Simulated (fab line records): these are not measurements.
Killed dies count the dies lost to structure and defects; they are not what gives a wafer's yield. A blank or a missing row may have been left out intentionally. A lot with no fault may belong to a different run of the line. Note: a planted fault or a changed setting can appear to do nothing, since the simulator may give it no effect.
Matching of chambers -- flow sky130 -- rie diel-02 running SKY_LI_CONTACT_ETCH_14: 4 sister chambers
The step etches BARC in N2/H2, stops on SiO2, time 45.9 s, target depth 60 nm. 4 wafers are shown with their chamber, then 7 later ones without.

== WAFERS WITH THEIR CHAMBER ==
wafer,chamber,drypump motor current A (A)
L498.4,2,5.1
L498.6,3,6.2
L502.6,0,5.0
L503.5,1,5.8

== WAFERS WITHOUT THEIR CHAMBER ==
wafer,drypump motor current A (A)
L503.6,5.0
L508.2,5.7
L508.3,5.0
L508.6,6.2
L512.1,6.2
L512.5,6.2
L512.6,5.1

== CHAMBER TAKEN BY EACH ==
wafer,from the rows above,in truth
L503.6,0,0
L508.2,1,1
L508.3,0,0
L508.6,3,3
L512.1,3,3
L512.5,3,3
L512.6,2,2
Placed correctly: 7 of 7. Can't be placed from these rows: 0. Placed wrongly: 0.
How it was worked out, from the rows above alone: a wafer's distance from a chamber is the root of the sum, over the readings, of the square of ((its reading less the chamber's mean) divided by the reading's scatter). If the next closest chamber is less than 2 further off than the closest, the wafer can't be placed; otherwise it belongs to the closest. For every chamber, the mean is computed from those of its wafers that are shown. The scatter: with one shown wafer a chamber, the root of the mean of the squares of how far each hidden wafer lies from its nearest shown one.
